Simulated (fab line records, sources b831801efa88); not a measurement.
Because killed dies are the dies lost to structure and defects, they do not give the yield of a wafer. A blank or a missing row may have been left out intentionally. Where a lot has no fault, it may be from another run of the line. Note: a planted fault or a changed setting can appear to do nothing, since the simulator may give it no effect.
Which of the tools did it? -- flow sky130 -- 11 lots with 33 wafers sampled at 5 steps, on a route of 708 steps

## WHAT EACH GAUGE READ, for each wafer
SKY_CAP2M_THK_MEAS_01. Usual: for CAP2M_CVD_00_THK the level is 15.63 nm and the standard deviation is 0.23.
lot,measured,on,CAP2M_CVD_00_THK (nm),flag
L537,day 40 11:52,film metro-04,15.39 15.63 15.81,
L540,day 41 12:31,film metro-01,15.62 15.71 15.89,
L541,day 41 21:13,film metro-02,15.18 15.18 15.61,
L543,day 42 10:36,film metro-01,15.95 15.87 15.65,
L544,day 43 00:36,film metro-04,15.51 15.50 15.97,
L545,day 43 12:47,film metro-04,15.76 15.55 16.02,
L547,day 43 18:26,film metro-04,15.58 15.57 15.75,
L548,day 44 00:59,film metro-01,15.20 15.73 15.73,
L551,day 44 13:04,film metro-01,15.62 15.55 15.76,
L555,day 45 13:26,film metro-04,15.19 15.84 15.71,
L557,day 45 23:23,film metro-01,15.77 9.68 15.57,OFF

SKY_CAP2M_RS_MEAS_03: measures by four-point-probe. Usual: for CAP2M_TIN_RS the level is 6.88 ohm/sq and the standard deviation is 0.083.
lot,measured,on,CAP2M_TIN_RS (ohm/sq),flag
L537,day 40 12:01,film metro-01,6.79 6.73 6.90,
L540,day 41 12:42,film metro-02,6.95 6.78 6.94,
L541,day 41 21:24,film metro-02,6.97 6.91 6.87,
L543,day 42 10:48,film metro-02,6.86 6.81 6.72,
L544,day 43 00:46,film metro-01,6.89 6.82 6.85,
L545,day 43 12:58,film metro-01,6.85 6.83 6.80,
L547,day 43 18:37,film metro-02,6.94 6.89 6.87,
L548,day 44 01:10,film metro-02,6.83 6.94 6.82,
L551,day 44 13:15,film metro-01,6.84 6.99 7.00,
L555,day 45 13:38,film metro-01,6.93 6.79 6.92,
L557,day 45 23:34,film metro-02,7.04 6.96 6.98,

## EACH LOT AND THE TOOL THAT RAN IT (in order: tool; ch and the chambers of the sampled wafers; start)
lot,SKY_VIA3_ETCH_15,SKY_VIA3_STRIP_16,SKY_CAP2M_CVD_00
L537,"rie diel-01 ch 1,3, day 40 10:22","plasma asher-04 ch 0,1, day 40 10:25","pecvd-01 ch 0,1,2, day 40 11:50"
L540,"rie diel-04 ch 2,3, day 41 11:01","plasma asher-02 ch 0,1, day 41 11:04","pecvd-03 ch 0,1,2, day 41 12:29"
L541,"rie diel-04 ch 0,2,3, day 41 19:40","plasma asher-01 ch 0,1, day 41 19:44","pecvd-02 ch 0,2, day 41 21:11"
L543,"rie diel-04 ch 0,2,3, day 42 09:02","plasma asher-01 ch 0,1, day 42 09:08","pecvd-03 ch 0,1,2, day 42 10:34"
L544,"rie diel-04 ch 0,2,3, day 42 22:58","plasma asher-02 ch 0, day 42 23:02","pecvd-03 ch 0,1,2, day 43 00:35"
L545,"rie diel-03 ch 0,1,3, day 43 11:16","plasma asher-02 ch 0,1, day 43 11:20","pecvd-01 ch 0,2, day 43 12:44"
L547,"rie diel-04 ch 0,3, day 43 16:53","plasma asher-04 ch 0,1, day 43 16:57","pecvd-02 ch 1, day 43 18:23"
L548,"rie diel-04 ch 2,3, day 43 23:29","plasma asher-02 ch 0,1, day 43 23:32","pecvd-02 ch 1,2, day 44 00:56"
L551,"rie diel-04 ch 2,3, day 44 11:34","plasma asher-02 ch 0,1, day 44 11:38","pecvd-02 ch 1,2, day 44 13:02"
L555,"rie diel-03 ch 1,3, day 45 11:56","plasma asher-01 ch 0,1, day 45 12:01","pecvd-01 ch 0,1,2, day 45 13:24"
L557,"rie diel-01 ch 0,1, day 45 21:53","plasma asher-01 ch 0,1, day 45 21:56","pecvd-02 ch 1,2, day 45 23:21"
- SKY_VIA3_ETCH_15: etches SiO2 in C4F8/O2/Ar, stops on TiN, target depth 507 nm, time 78 s.
- SKY_VIA3_STRIP_16: strips in O2/N2.
- SKY_CAP2M_CVD_00: deposits SiO2, target thk 15.5 nm.

## WHAT THE TOOLS THEMSELVES READ (means of the sampled wafers that have a number; where no wafer has one, the mark that the record gives instead)
SKY_VIA3_ETCH_15. Usual: oes product au 0.945 a.u., standard deviation 0.0052.
lot,tool,oes product au (a.u.),flag
L537,rie diel-01,0.939,
L540,rie diel-04,0.943,
L541,rie diel-04,0.944,
L543,rie diel-04,0.946,
L544,rie diel-04,0.943,
L545,rie diel-03,0.943,
L547,rie diel-04,0.940,
L548,rie diel-04,0.948,
L551,rie diel-04,0.943,
L555,rie diel-03,0.945,
L557,rie diel-01,0.945,

SKY_VIA3_STRIP_16. Usual: drypump motor current A 5.67 A, standard deviation 0.3; oes product au 0.403 a.u., standard deviation 0.0045; strip time to endpoint s 4.165 s, standard deviation 0.03.
lot,tool,drypump motor current A (A),oes product au (a.u.),strip time to endpoint s (s),flag
L537,plasma asher-04,5.75,0.400,4.131,
L540,plasma asher-02,5.83,0.406,4.182,
L541,plasma asher-01,5.50,0.407,4.184,
L543,plasma asher-01,5.66,0.402,4.151,
L544,plasma asher-02,6.05,0.401,4.193,
L545,plasma asher-02,5.81,0.406,4.184,
L547,plasma asher-04,5.74,0.407,4.159,
L548,plasma asher-02,5.59,0.403,4.184,
L551,plasma asher-02,5.82,0.398,4.154,
L555,plasma asher-01,5.50,0.403,4.131,
L557,plasma asher-01,5.51,0.406,4.189,

SKY_CAP2M_CVD_00. Usual: heater power w 755 W, standard deviation 84.
lot,tool,heater power w (W),flag
L537,pecvd-01,741,
L540,pecvd-03,739,
L541,pecvd-02,754,
L543,pecvd-03,748,
L544,pecvd-03,734,
L545,pecvd-01,807,
L547,pecvd-02,772,
L548,pecvd-02,720,
L551,pecvd-02,684,
L555,pecvd-01,782,
L557,pecvd-02,706,

## THE ANSWER, worked out from the rows above alone
Rule: take the mean of a lot's wafers that have a number; if it is more than 3 standard deviations from the usual mean, the lot is off. A lot without any number at a reading at which 4 lots or more have one is off too. Where the step has rows for the other lots, those lots are counted as sound. First the gauges in route order, then the tools' own readings, where a lot's mean is used as printed above. At the first step where some lot is off, the reading lying furthest off is the one used; lots without a number count as furthest.
Off: L557, seen at SKY_CAP2M_THK_MEAS_01 (CAP2M_CVD_00_THK).
A tool fits if, at a process step before that reading, it ran every lot that is off, and no sound lot after the first of them. Gauges at SKY_CAP2M_THK_MEAS_01: tried the same way as those tools. Can't be told from this: 4 tools fit, rie diel-01 at SKY_VIA3_ETCH_15, plasma asher-01 at SKY_VIA3_STRIP_16, pecvd-02 at SKY_CAP2M_CVD_00, film metro-01 at SKY_CAP2M_THK_MEAS_01.

## WHAT WAS PUT IN BY THE SIMULATOR
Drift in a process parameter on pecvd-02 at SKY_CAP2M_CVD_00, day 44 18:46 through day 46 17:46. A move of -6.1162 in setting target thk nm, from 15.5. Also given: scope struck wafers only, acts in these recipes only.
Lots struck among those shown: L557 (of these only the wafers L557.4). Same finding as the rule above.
